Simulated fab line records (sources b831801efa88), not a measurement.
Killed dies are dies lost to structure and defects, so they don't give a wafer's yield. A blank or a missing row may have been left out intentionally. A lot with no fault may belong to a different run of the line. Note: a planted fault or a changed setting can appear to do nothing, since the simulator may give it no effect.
fab line records	flow gf180mcu
record: lots: 5	wafers: 15	last_day: 33
route steps=602 shown SAB@269 SALICIDE@278 CONTACT@287
lots with no fault: from the same line, run without faults
start_h: start of the lot's first displayed wafer, in hours after the record's first day	wait_h: hours from the lot's prior step to this one	" as in the row above	L1.1+2: one row covering several wafers at once	- no value present, or no start provided	* or withheld: withheld	< > ~ a bound
route shown NAME@n: a module of which the file shows steps, and the number in the route of the first	usual: mean/standard deviation taken from wafers without a fault	same: alike in all rows	chamber/n: place in a boat	sites: readings site by site	_std_site: standard deviation of those values	_edge_site: outer sites' mean less inner sites'	radius_mm: for every site, how far away it sits from the centre of the wafer	mask NAME#n: copy n	behind: the last tool/chamber to shape the wafer	hold: what put the lot on hold/how long, in hours/how the hold closed	device: transistor that didn't switch, given as n, p or np	end of line: the tests these same wafers got at the end of their route	a step without rows: its recipe alone	killed: at the first sort, the dies lost to defects and structure; wafer yield is something else	map: dies across one wafer; x = killed, . = not, _ = none there
set.NAME: setting as actually run; set.NAME@STEP: the setting as run at that earlier step	model.NAME: the simulator's own value behind a step, which no gauge read
lots at selected steps of the route; one table per step, one row per wafer
services: when a tool's chamber went out of use (start_h, in hours from the record's first day, below 0 if earlier), for how many hours, and the reason
== steps ==
step: GF_SAB_SOFTBAKE_05
recipe: temp_c: 90	time_s: 60	resist: NOVOLAK
usual: chill_plate_temp_C: 23.01/0.1	exhaust_pa: 44.8/0.8
lot.wafer	tool	chamber	start_h	wait_h	chill_plate_temp_C	exhaust_pa
L078.1	litho_track-01	0	361.85	0.1	23.00	44.5
L078.3	"	0	"	"	22.85	45.3
L078.4	"	0	"	"	22.93	45.6
L085.1	litho_track-02	0	420.14	0.1	23.11	46.1
L085.5	"	0	"	"	23.08	46.8
L085.6	"	0	"	"	23.01	44.7
L087.1	litho_track-01	0	445.80	0.1	23.06	46.4
L087.3	"	0	"	"	22.92	45.5
L087.4	"	0	"	"	22.91	46.4
L088.1	litho_track-04	0	450.32	0.1	23.26	45.8
L088.4	"	0	"	"	22.96	44.6
L088.6	"	0	"	"	22.83	44.9
L094.1	litho_track-01	0	500.45	0.1	23.13	44.4
L094.4	"	0	"	"	23.06	44.0
L094.6	"	0	"	"	23.05	43.5
step: GF_SAB_EXPOSE_06
recipe: mask_id: SAB	target_cd_nm: 420	na: 0.6	source_shape: conventional	sigma_outer: 0.6	dose_mj: 140
lot.wafer	tool	chamber	start_h	wait_h	mask
L078.1+3+4	iline_stepper-01	0	-	-	SAB#0
L085.1+5+6	iline_stepper-01	0	-	-	SAB#0
L087.1+3+4	iline_stepper-01	0	-	-	SAB#0
L088.1+4+6	iline_stepper-02	0	-	-	SAB#0
L094.1+4+6	iline_stepper-02	0	-	-	SAB#0
step: GF_SAB_PEB_07
recipe: temp_c: withheld	time_s: *	resist: NOVOLAK
usual: chill_plate_temp_C: *	exhaust_pa: 45.1/0.92
lot.wafer	tool	chamber	start_h	wait_h	chill_plate_temp_C	exhaust_pa
L078.1	litho_track-02	0	-	-	*	45.0
L078.3	"	0	"	"	*	44.6
L078.4	"	0	"	"	*	44.3
L085.1	litho_track-01	0	-	-	*	45.8
L085.5	"	0	"	"	*	45.9
L085.6	"	0	"	"	*	44.8
L087.1	litho_track-01	0	-	-	*	43.8
L087.3	"	0	"	"	*	43.9
L087.4	"	0	"	"	*	45.3
L088.1	litho_track-01	0	-	-	*	45.9
L088.4	"	0	"	"	*	45.1
L088.6	"	0	"	"	*	46.7
L094.1	litho_track-04	0	-	-	*	45.6
L094.4	"	0	"	"	*	44.6
L094.6	"	0	"	"	*	43.4
step: GF_SAB_DEVELOP_08
recipe: develop_time_s: 60	dev_temp_c: 23
usual: chill_plate_temp_C: 23.01/0.097	developer_temp_C: 22.99/0.095	exhaust_pa: 45.1/0.95
lot.wafer	tool	chamber	start_h	wait_h	chill_plate_temp_C	developer_temp_C	exhaust_pa
L078.1	litho_track-02	0	371.69	0.1	22.79	22.89	43.8
L078.3	"	0	"	"	22.94	22.90	43.7
L078.4	"	0	"	"	23.07	22.91	43.4
L085.1	litho_track-01	0	432.10	0.1	23.06	23.08	46.3
L085.5	"	0	"	"	23.11	22.88	45.6
L085.6	"	0	"	"	23.01	22.95	45.6
L087.1	litho_track-01	0	457.90	0.1	23.15	23.10	45.5
L087.3	"	0	"	"	23.15	23.01	45.6
L087.4	"	0	"	"	23.08	23.10	45.0
L088.1	litho_track-01	0	462.65	0.1	23.03	22.86	44.3
L088.4	"	0	"	"	23.04	22.85	44.5
L088.6	"	0	"	"	23.18	22.87	46.2
L094.1	litho_track-04	0	511.97	0.1	22.77	23.03	44.5
L094.4	"	0	"	"	22.94	22.92	44.6
L094.6	"	0	"	"	22.89	22.88	45.0
step: GF_SAB_CD_MEAS_09
recipe: target_cd_nm: 420
usual: cd_nm: 419.9/2
lot.wafer	tool	chamber	start_h	wait_h	cd_nm
L078.1	cd_sem-02	-	371.84	0.1	416.6
L078.3	"	-	"	"	417.0
L078.4	"	-	"	"	417.6
L085.1	cd_sem-02	-	432.25	0.1	421.0
L085.5	"	-	"	"	420.2
L085.6	"	-	"	"	421.5
L087.1	cd_sem-01	-	458.05	0.1	420.2
L087.3	"	-	"	"	419.8
L087.4	"	-	"	"	421.3
L088.1	cd_sem-01	-	462.80	0.1	419.7
L088.4	"	-	"	"	419.2
L088.6	"	-	"	"	420.9
L094.1	cd_sem-02	-	512.12	0.1	421.9
L094.4	"	-	"	"	423.9
L094.6	"	-	"	"	423.4
step: GF_SAB_OVL_MEAS_10
usual: SAB_OVL: 0.7/1.2
lot.wafer	tool	chamber	start_h	wait_h	SAB_OVL[nm]
L078.1	overlay-02	-	371.96	0.1	-0.7
L078.3	"	-	"	"	-1.5
L078.4	"	-	"	"	0.0
L085.1	overlay-01	-	432.37	0.1	1.5
L085.5	"	-	"	"	2.1
L085.6	"	-	"	"	0.9
L087.1	overlay-02	-	458.17	0.1	-0.3
L087.3	"	-	"	"	0.2
L087.4	"	-	"	"	-0.2
L088.1	overlay-02	-	462.92	0.1	-0.9
L088.4	"	-	"	"	1.1
L088.6	"	-	"	"	0.1
L094.1	overlay-02	-	512.24	0.1	2.5
L094.4	"	-	"	"	1.6
L094.6	"	-	"	"	1.7
step: GF_SAB_ETCH_11
recipe: chemistry: C4F8/O2/Ar	mask_material: NOVOLAK	target: SiO2	target_depth_nm: 55	source_w: 1500	bias_w: 1200	pressure_mtorr: 40	c4f8_flow_sccm: withheld	O2_flow_sccm: 6	Ar_flow_sccm: 300	time_s: 8.5
usual: oes_product_au: 1.000/0.014	rf_fwd_power_W: 1471/8.6
lot.wafer	tool	chamber	start_h	wait_h	oes_product_au	rf_fwd_power_W	rf_hours_counter_h
L078.1	rie_diel-03	3	371.99	0.0	1.006	1470	15
L078.3	"	1	"	"	0.994	1480	18
L078.4	"	0	"	"	1.004	1464	51
L085.1	rie_diel-01	3	432.41	0.0	1.006	1474	17
L085.5	"	2	"	"	0.995	1466	-
L085.6	"	3	"	"	1.004	1472	-
L087.1	rie_diel-04	1	458.21	0.0	1.001	1473	8
L087.3	"	2	"	"	0.988	1485	-
L087.4	"	1	"	"	1.003	1481	-
L088.1	rie_diel-03	0	462.96	0.0	1.006	1460	53
L088.4	"	3	"	"	1.011	1460	17
L088.6	"	3	"	"	1.021	1463	-
L094.1	rie_diel-03	2	512.28	0.0	1.013	1456	68
L094.4	"	1	"	"	0.991	1479	22
L094.6	"	0	"	"	1.016	1468	-
step: GF_SAB_WET_ETCH_12
recipe: chemistry: dHF	target_depth_nm: 22	dry: n2_spin	target: SiO2	temp_c: 25	dilution: 100:1	time_s: 440
lot.wafer	tool	chamber	start_h	wait_h
L078.1+3+4	wet_bench-04	0	372.01	0.0
L085.1+5+6	wet_bench-01	3	432.43	0.0
L087.1+3+4	wet_bench-01	0	458.24	0.0
L088.1+4+6	wet_bench-04	1	462.98	0.0
L094.1+4+6	wet_bench-03	3	512.30	0.0
step: GF_SAB_STRIP_13
recipe: chemistry: O2/N2	power_w: 1400	pressure_mtorr: 1500	platen_temp_c: 250	o2_flow_sccm: 3000	n2_flow_sccm: 300	overash_fraction: 0.5
usual: drypump_motor_current_A: 5.70/0.22	heater_power_w: 328/44	oes_product_au: 0.710/0.0044	platen_temp_c: 249.99/0.18	strip_time_to_endpoint_s: 12.61/0.047
lot.wafer	tool	chamber	start_h	wait_h	drypump_motor_current_A	heater_power_w	oes_product_au	platen_temp_c	rf_hours_counter_h	strip_time_to_endpoint_s
L078.1	plasma_asher-02	0	372.14	0.0	5.87	405	0.720	250.28	74	12.60
L078.3	"	1	"	"	5.75	338	0.711	250.11	-	12.65
L078.4	"	0	"	"	5.85	416	0.704	250.10	-	12.60
L085.1	plasma_asher-03	0	432.56	0.0	5.56	319	0.711	250.09	77	12.75
L085.5	"	1	"	"	5.61	288	0.705	250.13	-	12.74
L085.6	"	0	"	"	5.55	317	0.709	249.97	-	12.71
L087.1	plasma_asher-04	0	458.37	0.0	6.26	394	0.699	249.47	66	12.62
L087.3	"	1	"	"	5.45	291	0.709	250.00	-	12.65
L087.4	"	0	"	"	6.24	394	0.704	249.87	-	12.64
L088.1	plasma_asher-03	1	463.11	0.0	5.65	278	0.704	249.84	80	12.55
L088.4	"	0	"	"	5.57	324	0.711	249.69	-	12.57
L088.6	"	0	"	"	5.54	322	0.712	249.80	-	12.57
L094.1	plasma_asher-03	0	512.43	0.0	5.54	326	0.706	250.14	88	12.63
L094.4	"	0	"	"	5.53	317	0.714	249.96	-	12.69
L094.6	"	0	"	"	5.52	327	0.709	249.92	-	12.66
step: GF_SALICIDE_CLEAN_00
recipe: chemistry: SC1/SC2	mix: 1:4:20	temp_c: 70	time_s: 150
usual: bath_guard_temp_C: 69.9/0.57
lot.wafer	tool	chamber	start_h	wait_h	bath_guard_temp_C
L078.1	wet_bench-01	0	372.24	0.1	70.0
L078.3	"	0	"	"	70.2
L078.4	"	0	"	"	69.9
L085.1	wet_bench-02	3	432.66	0.1	70.4
L085.5	"	3	"	"	70.7
L085.6	"	3	"	"	70.3
L087.1	wet_bench-04	2	458.47	0.1	71.2
L087.3	"	2	"	"	70.6
L087.4	"	2	"	"	71.1
L088.1	wet_bench-01	3	463.21	0.1	69.1
L088.4	"	3	"	"	69.1
L088.6	"	3	"	"	69.4
L094.1	wet_bench-02	0	512.53	0.1	68.8
L094.4	"	0	"	"	69.2
L094.6	"	0	"	"	69.2
step: GF_SALICIDE_WET_ETCH_01
recipe: chemistry: dHF	target_depth_nm: 5	dry: ipa_marangoni	target: SiO2	temp_c: 25	dilution: 100:1	time_s: 100
lot.wafer	tool	chamber	start_h	wait_h
L078.1+3+4	wet_bench-02	3	372.30	0.0
L085.1+5+6	wet_bench-01	0	432.72	0.0
L087.1+3+4	wet_bench-01	0	458.52	0.0
L088.1+4+6	wet_bench-02	1	463.26	0.0
L094.1+4+6	wet_bench-01	1	512.58	0.0
step: GF_SALICIDE_SPUTTER_02
recipe: material: Co	target_thk_nm: 10	power_w: 1000	time_s: 20	chamber_pressure_pa: 0.4
usual: throttle_valve_pct: 30.3/1.2
lot.wafer	tool	chamber	start_h	wait_h	throttle_valve_pct
L078.1	pvd_sputter-03	-	372.34	0.0	28.7
L078.3	"	-	"	"	31.1
L078.4	"	-	"	"	29.6
L085.1	pvd_sputter-04	-	432.75	0.0	28.9
L085.5	"	-	"	"	29.9
L085.6	"	-	"	"	28.8
L087.1	pvd_sputter-03	-	458.56	0.0	31.4
L087.3	"	-	"	"	28.6
L087.4	"	-	"	"	29.7
L088.1	pvd_sputter-03	-	463.30	0.0	28.3
L088.4	"	-	"	"	29.4
L088.6	"	-	"	"	28.3
L094.1	pvd_sputter-03	-	512.62	0.0	31.1
L094.4	"	-	"	"	30.7
L094.6	"	-	"	"	31.5
step: GF_SALICIDE_SPUTTER_03
recipe: material: TiN	target_thk_nm: 20	power_w: 6500	time_s: 16.7	chamber_pressure_pa: 0.4
usual: throttle_valve_pct: 30.3/1.2
lot.wafer	tool	chamber	start_h	wait_h	throttle_valve_pct
L078.1	pvd_sputter-03	-	372.36	0.0	28.3
L078.3	"	-	"	"	31.2
L078.4	"	-	"	"	29.7
L085.1	pvd_sputter-04	-	432.78	0.0	28.8
L085.5	"	-	"	"	29.8
L085.6	"	-	"	"	28.7
L087.1	pvd_sputter-03	-	458.58	0.0	31.2
L087.3	"	-	"	"	28.4
L087.4	"	-	"	"	29.6
L088.1	pvd_sputter-03	-	463.32	0.0	28.5
L088.4	"	-	"	"	29.8
L088.6	"	-	"	"	28.3
L094.1	pvd_sputter-03	-	512.64	0.0	31.2
L094.4	"	-	"	"	30.4
L094.6	"	-	"	"	31.4
step: GF_SALICIDE_RS_MEAS_04
recipe: thk_meas_gauge: four-point-probe	reads: TiN_of_SALICIDE_SPUTTER_03+Co_of_SALICIDE_SPUTTER_02
usual: SALICIDE_TIN_RS: 16.5/0.36
lot.wafer	tool	chamber	start_h	wait_h	SALICIDE_TIN_RS[ohm/sq]
L078.1	film_metro-02	-	372.39	0.0	16.5
L078.3	"	-	"	"	16.3
L078.4	"	-	"	"	16.2
L085.1	film_metro-02	-	432.80	0.0	17.2
L085.5	"	-	"	"	17.3
L085.6	"	-	"	"	17.3
L087.1	film_metro-02	-	458.61	0.0	17.0
L087.3	"	-	"	"	16.8
L087.4	"	-	"	"	16.4
L088.1	film_metro-02	-	463.35	0.0	16.9
L088.4	"	-	"	"	16.6
L088.6	"	-	"	"	17.0
L094.1	film_metro-04	-	512.67	0.0	16.7
L094.4	"	-	"	"	16.7
L094.6	"	-	"	"	16.6
step: GF_SALICIDE_THK_MEAS_05
recipe: thk_meas_gauge: xrf	reads: TiN_of_SALICIDE_SPUTTER_03
usual: SALICIDE_TIN_THK: 20.1/0.34
lot.wafer	tool	chamber	start_h	wait_h	SALICIDE_TIN_THK[nm]
L078.1	film_metro-02	-	372.51	0.1	20.3
L078.3	"	-	"	"	19.7
L078.4	"	-	"	"	20.3
L085.1	film_metro-02	-	432.92	0.1	19.5
L085.5	"	-	"	"	19.4
L085.6	"	-	"	"	19.5
L087.1	film_metro-02	-	458.73	0.1	19.6
L087.3	"	-	"	"	20.4
L087.4	"	-	"	"	20.3
L088.1	film_metro-02	-	463.47	0.1	20.5
L088.4	"	-	"	"	20.2
L088.6	"	-	"	"	20.2
L094.1	film_metro-04	-	512.79	0.1	19.9
L094.4	"	-	"	"	20.5
L094.6	"	-	"	"	20.0
step: GF_SALICIDE_RTA_06
recipe: temp_c: 530	time_s: 30	ambient: N2
usual: lamp_power_pct: 6.2/0.37	wafer_temp_C_max: 532.9/0.82
lot.wafer	tool	chamber	start_h	wait_h	lamp_power_pct	wafer_temp_C_max
L078.1	rtp_anneal-01	0	372.57	0.1	5.9	533.0
L078.3	"	0	"	"	5.9	532.7
L078.4	"	0	"	"	5.9	532.9
L085.1	rtp_anneal-01	0	432.98	0.1	5.9	531.9
L085.5	"	0	"	"	5.9	532.5
L085.6	"	0	"	"	5.9	532.5
L087.1	rtp_anneal-01	0	458.79	0.1	5.9	532.1
L087.3	"	0	"	"	5.9	532.7
L087.4	"	0	"	"	5.9	532.2
L088.1	rtp_anneal-01	0	463.53	0.1	5.9	532.6
L088.4	"	0	"	"	5.9	532.1
L088.6	"	0	"	"	5.9	531.8
L094.1	rtp_anneal-02	0	512.85	0.1	6.6	532.4
L094.4	"	0	"	"	6.6	533.6
L094.6	"	0	"	"	6.6	533.3
step: GF_SALICIDE_WET_ETCH_07
recipe: chemistry: SPM	target_depth_nm: 120	dry: n2_spin
lot.wafer	tool	chamber	start_h	wait_h
L078.1+3+4	wet_bench-04	0	372.67	0.1
L085.1+5+6	wet_bench-02	2	433.08	0.1
L087.1+3+4	wet_bench-01	0	458.89	0.1
L088.1+4+6	wet_bench-02	2	463.63	0.1
L094.1+4+6	wet_bench-02	0	512.95	0.1
step: GF_SALICIDE_RTA_08
recipe: temp_c: 800	time_s: 30	ambient: N2
usual: lamp_power_pct: 17.4/1	wafer_temp_C_max: 804.5/1.3
lot.wafer	tool	chamber	start_h	wait_h	lamp_power_pct	wafer_temp_C_max
L078.1	rtp_anneal-02	0	372.76	0.0	18.4	805.3
L078.3	"	0	"	"	18.4	805.5
L078.4	"	0	"	"	18.4	805.0
L085.1	rtp_anneal-02	0	433.18	0.0	18.4	804.8
L085.5	"	0	"	"	18.4	803.8
L085.6	"	0	"	"	18.4	804.9
L087.1	rtp_anneal-02	0	458.98	0.0	18.4	805.7
L087.3	"	0	"	"	18.3	805.5
L087.4	"	0	"	"	18.4	804.8
L088.1	rtp_anneal-02	0	463.72	0.0	18.4	806.0
L088.4	"	0	"	"	18.4	805.4
L088.6	"	0	"	"	18.4	805.5
L094.1	rtp_anneal-01	0	513.04	0.0	16.3	804.6
L094.4	"	0	"	"	16.3	803.9
L094.6	"	0	"	"	16.3	803.1
step: GF_CONTACT_CVD_00
recipe: material: SiO2	target_thk_nm: 300	sigma_open_frac: 0.3	temp_c: 400	time_s: 50	sih4_flow_sccm: 60	pressure_mtorr: 6
lot.wafer	tool	chamber	start_h	wait_h
L078.1+3+4	hdpcvd-02	0,1,0	372.86	0.1
L085.1+5+6	hdpcvd-02	0,2,1	433.28	0.1
L087.1+3+4	hdpcvd-02	1,2,0	459.08	0.1
L088.1+4+6	hdpcvd-02	0,1,2	463.82	0.1
L094.1+4+6	hdpcvd-01	1,1,0	513.14	0.1
step: GF_CONTACT_THK_MEAS_01
recipe: reads: SiO2_of_CONTACT_CVD_00
usual: CONTACT_CVD_00_THK: 300/4.2
lot.wafer	tool	chamber	start_h	wait_h	CONTACT_CVD_00_THK[nm]
L078.1	film_metro-01	-	372.91	0.0	306
L078.3	"	-	"	"	304
L078.4	"	-	"	"	307
L085.1	film_metro-01	-	433.33	0.0	306
L085.5	"	-	"	"	294
L085.6	"	-	"	"	301
L087.1	film_metro-04	-	459.14	0.0	298
L087.3	"	-	"	"	294
L087.4	"	-	"	"	303
L088.1	film_metro-01	-	463.87	0.0	308
L088.4	"	-	"	"	301
L088.6	"	-	"	"	298
L094.1	film_metro-03	-	513.19	0.0	299
L094.4	"	-	"	"	297
L094.6	"	-	"	"	301
step: GF_CONTACT_CVD_02
recipe: material: SiO2	target_thk_nm: 860	precursor: TEOS	temp_c: 400	time_s: 95.992	rf_w: 600
usual: heater_power_w: 656/110	rf_fwd_power_W: 596.8/1.9
lot.wafer	tool	chamber	start_h	wait_h	heater_power_w	rf_fwd_power_W	since_wet_clean_h
L078.1	pecvd-01	0	372.97	0.1	694	594.6	615
L078.3	"	2	"	"	645	597.0	615
L078.4	"	0	"	"	721	598.1	-
L085.1	pecvd-01	1	433.39	0.1	721	599.1	675
L085.5	"	2	"	"	603	596.7	-
L085.6	"	1	"	"	797	600.1	-
L087.1	pecvd-03	1	459.20	0.1	574	596.7	493
L087.3	"	2	"	"	626	596.2	493
L087.4	"	1	"	"	457	596.8	-
L088.1	pecvd-01	0	463.93	0.1	613	597.2	706
L088.4	"	2	"	"	698	597.0	-
L088.6	"	1	"	"	781	594.2	-
L094.1	pecvd-01	0	513.25	0.1	719	599.4	755
L094.4	"	1	"	"	783	592.8	-
L094.6	"	0	"	"	590	597.7	-
step: GF_CONTACT_THK_MEAS_03
recipe: reads: SiO2_of_CONTACT_CVD_02
usual: CONTACT_CVD_02_THK: 863/12
lot.wafer	tool	chamber	start_h	wait_h	CONTACT_CVD_02_THK[nm]
L078.1	film_metro-03	-	373.04	0.0	860
L078.3	"	-	"	"	861
L078.4	"	-	"	"	877
L085.1	film_metro-03	-	433.46	0.0	854
L085.5	"	-	"	"	870
L085.6	"	-	"	"	872
L087.1	film_metro-04	-	459.27	0.0	879
L087.3	"	-	"	"	853
L087.4	"	-	"	"	890
L088.1	film_metro-01	-	464.00	0.0	848
L088.4	"	-	"	"	870
L088.6	"	-	"	"	865
L094.1	film_metro-01	-	513.32	0.0	854
L094.4	"	-	"	"	876
L094.6	"	-	"	"	869
step: GF_CONTACT_CMP_04
recipe: material: SiO2	down_force_psi: 4	platen_rpm: 60	pad_velocity_m_s: 0.94248
usual: edge_zone_pressure_frac: 0.999/0.0051	motor_current_A: 12.1/1.1	platen_rpm: 60.00/0.037	slurry_filter_dp_kPa: 13.50/0.14	time_to_endpoint_s: 110/7.2
lot.wafer	tool	chamber	start_h	wait_h	edge_zone_pressure_frac	motor_current_A	platen_rpm	slurry_filter_dp_kPa	time_to_endpoint_s
L078.1	cmp-02	0	373.10	0.1	0.996	13.2	60.01	13.61	100
L078.3	"	1	"	"	1.003	13.9	60.00	13.45	104
L078.4	"	2	"	"	0.997	12.3	60.03	13.55	117
L085.1	cmp-01	1	433.52	0.1	1.004	12.0	60.01	13.63	103
L085.5	"	1	"	"	1.005	11.4	60.02	13.48	106
L085.6	"	2	"	"	1.000	11.1	60.05	13.15	110
L087.1	cmp-01	1	459.44	0.2	0.996	11.3	59.97	13.62	112
L087.4	"	2	"	"	1.002	11.3	60.04	13.52	118
L087.3	"	3	"	"	1.000	11.5	59.96	13.47	110
L088.4	cmp-02	3	464.06	0.0	1.002	11.1	59.97	13.53	112
L088.1	"	2	"	"	1.004	12.2	60.03	13.42	107
L088.6	"	3	"	"	0.997	10.8	59.98	13.47	104
L094.1	cmp-02	1	513.48	0.1	0.996	14.3	60.04	13.45	119
L094.4	"	2	"	"	0.995	11.6	60.02	13.49	124
L094.6	"	0	"	"	1.001	13.2	60.06	13.50	114
step: GF_CONTACT_BOW_MEAS_05
recipe: mode: bow
usual: CONTACT_BOW: 66/6.6
lot.wafer	tool	chamber	start_h	wait_h	CONTACT_BOW[um]
L078.1	film_metro-01	-	373.42	0.3	66
L078.3	"	-	"	"	62
L078.4	"	-	"	"	66
L085.1	film_metro-03	-	433.82	0.2	71
L085.5	"	-	"	"	69
L085.6	"	-	"	"	66
L087.1	film_metro-04	-	459.74	0.2	76
L087.3	"	-	"	"	71
L087.4	"	-	"	"	69
L088.1	film_metro-01	-	464.36	0.1	60
L088.4	"	-	"	"	62
L088.6	"	-	"	"	50
L094.1	film_metro-04	-	513.68	0.1	71
L094.4	"	-	"	"	64
L094.6	"	-	"	"	74
step: GF_CONTACT_DEHYDRATE_06
recipe: temp_c: 200	time_s: 60
usual: chill_plate_temp_C: 22.99/0.11	exhaust_pa: 44.9/0.87
lot.wafer	tool	chamber	start_h	wait_h	chill_plate_temp_C	exhaust_pa
L078.1	litho_track-02	0	384.34	10.9	22.93	45.4
L078.3	"	0	"	"	22.87	46.2
L078.4	"	0	"	"	22.90	43.3
L085.1	litho_track-03	0	445.30	11.5	23.04	47.0
L085.5	"	0	"	"	22.95	44.9
L085.6	"	0	"	"	22.92	44.9
L087.1	litho_track-04	0	470.67	10.9	23.19	45.7
L087.3	"	0	"	"	23.09	45.1
L087.4	"	0	"	"	23.19	45.6
L088.1	litho_track-04	0	475.72	11.3	22.92	44.0
L088.4	"	0	"	"	22.88	45.4
L088.6	"	0	"	"	22.98	44.5
L094.1	litho_track-02	0	524.28	10.6	22.86	45.7
L094.4	"	0	"	"	22.89	45.7
L094.6	"	0	"	"	23.01	45.6
step: GF_CONTACT_HMDS_07
recipe: prime_time_s: 60	prime_temp_c: 120
usual: chill_plate_temp_C: 23.01/0.11	exhaust_pa: 45.1/1
lot.wafer	tool	chamber	start_h	wait_h	chill_plate_temp_C	exhaust_pa
L078.1	litho_track-02	0	384.49	0.1	23.04	45.7
L078.3	"	0	"	"	22.84	46.7
L078.4	"	0	"	"	22.97	46.8
L085.1	litho_track-03	0	445.45	0.1	22.77	45.7
L085.5	"	0	"	"	23.00	46.1
L085.6	"	0	"	"	23.00	45.7
L087.1	litho_track-04	0	470.82	0.1	23.11	43.9
L087.3	"	0	"	"	23.18	45.2
L087.4	"	0	"	"	23.08	45.7
L088.1	litho_track-04	0	475.87	0.1	23.10	43.4
L088.4	"	0	"	"	23.05	42.0
L088.6	"	0	"	"	23.16	43.0
L094.1	litho_track-02	0	524.43	0.1	23.18	43.2
L094.4	"	0	"	"	23.09	43.7
L094.6	"	0	"	"	23.22	44.0
step: GF_CONTACT_COAT_08
recipe: resist: BARC	temp_c: withheld	time_s: withheld	spin_rpm: withheld	resist_thk_nm: withheld
usual: chill_plate_temp_C: *	exhaust_pa: 45.1/0.97
lot.wafer	tool	chamber	start_h	wait_h	chill_plate_temp_C	exhaust_pa
L078.1	litho_track-02	0	384.64	0.1	*	45.2
L078.3	"	0	"	"	*	44.4
L078.4	"	0	"	"	*	45.5
L085.1	litho_track-03	0	445.60	0.1	*	47.0
L085.5	"	0	"	"	*	45.8
L085.6	"	0	"	"	*	45.7
L087.1	litho_track-04	0	470.97	0.1	*	46.1
L087.3	"	0	"	"	*	44.7
L087.4	"	0	"	"	*	46.5
L088.1	litho_track-04	0	476.02	0.1	*	46.9
L088.4	"	0	"	"	*	45.1
L088.6	"	0	"	"	*	46.1
L094.1	litho_track-02	0	524.58	0.1	*	44.5
L094.4	"	0	"	"	*	45.1
L094.6	"	0	"	"	*	44.9
step: GF_CONTACT_COAT_09
recipe: resist: KrF	spin_rpm: withheld	resist_thk_nm: 1000
usual: chill_plate_temp_C: 23.00/0.1	exhaust_pa: 45.0/0.89
lot.wafer	tool	chamber	start_h	wait_h	chill_plate_temp_C	exhaust_pa
L078.1	litho_track-02	0	-	-	23.09	45.6
L078.3	"	0	"	"	22.94	45.6
L078.4	"	0	"	"	23.00	45.3
L085.1	litho_track-03	0	-	-	22.96	44.6
L085.5	"	0	"	"	23.01	46.2
L085.6	"	0	"	"	23.05	44.9
L087.1	litho_track-04	0	-	-	22.90	44.3
L087.3	"	0	"	"	23.10	43.7
L087.4	"	0	"	"	22.93	45.0
L088.1	litho_track-04	0	-	-	23.01	46.1
L088.4	"	0	"	"	22.88	45.4
L088.6	"	0	"	"	23.02	45.3
L094.1	litho_track-02	0	-	-	23.05	45.2
L094.4	"	0	"	"	22.93	44.1
L094.6	"	0	"	"	23.12	44.8
step: GF_CONTACT_SOFTBAKE_10
recipe: temp_c: 130	time_s: 60	resist: KrF
usual: chill_plate_temp_C: 23.01/0.1	exhaust_pa: 45.0/0.98
lot.wafer	tool	chamber	start_h	wait_h	chill_plate_temp_C	exhaust_pa
L078.1	litho_track-02	0	-	-	23.13	46.7
L078.3	"	0	"	"	23.00	46.0
L078.4	"	0	"	"	23.23	46.5
L085.1	litho_track-03	0	-	-	22.84	46.0
L085.5	"	0	"	"	22.94	45.7
L085.6	"	0	"	"	22.93	46.6
L087.1	litho_track-04	0	-	-	23.13	45.2
L087.3	"	0	"	"	23.33	45.9
L087.4	"	0	"	"	23.14	45.2
L088.1	litho_track-04	0	-	-	23.05	44.6
L088.4	"	0	"	"	23.05	44.6
L088.6	"	0	"	"	23.12	43.8
L094.1	litho_track-02	0	-	-	23.11	43.7
L094.4	"	0	"	"	22.97	43.7
L094.6	"	0	"	"	22.93	43.8
== services ==
tool	chamber	start_h	hours	kind
rtp_anneal-01	-	343.50	1.0	pm
pecvd-01	-	347.20	0.7	repair
cmp-01	-	352.83	0.5	repair
plasma_asher-03	-	366.54	0.8	repair
cmp-01	-	396.90	5.1	repair
cmp-02	-	400.36	0.4	repair
cmp-01	-	404.00	4.0	pm
iline_stepper-02	-	417.81	7.7	repair
wet_bench-04	-	433.58	7.0	repair
cmp-02	-	434.73	0.6	repair
rie_diel-03	-	441.33	0.9	repair
iline_stepper-02	-	454.55	1.7	pm
pecvd-01	-	470.46	1.0	repair
hdpcvd-02	2	471.53	5.7	repair
iline_stepper-01	-	476.13	1.7	pm
hdpcvd-02	1	477.12	3.8	repair
wet_bench-02	-	479.18	1.9	pm
cmp-01	-	480.30	3.4	repair
iline_stepper-01	-	495.39	9.4	repair
cmp-01	-	496.20	2.6	repair
plasma_asher-03	-	498.79	0.6	repair
wet_bench-02	-	501.38	4.4	repair
cmp-01	-	501.42	0.2	repair
plasma_asher-03	-	513.91	1.2	repair
== key ==
fault none
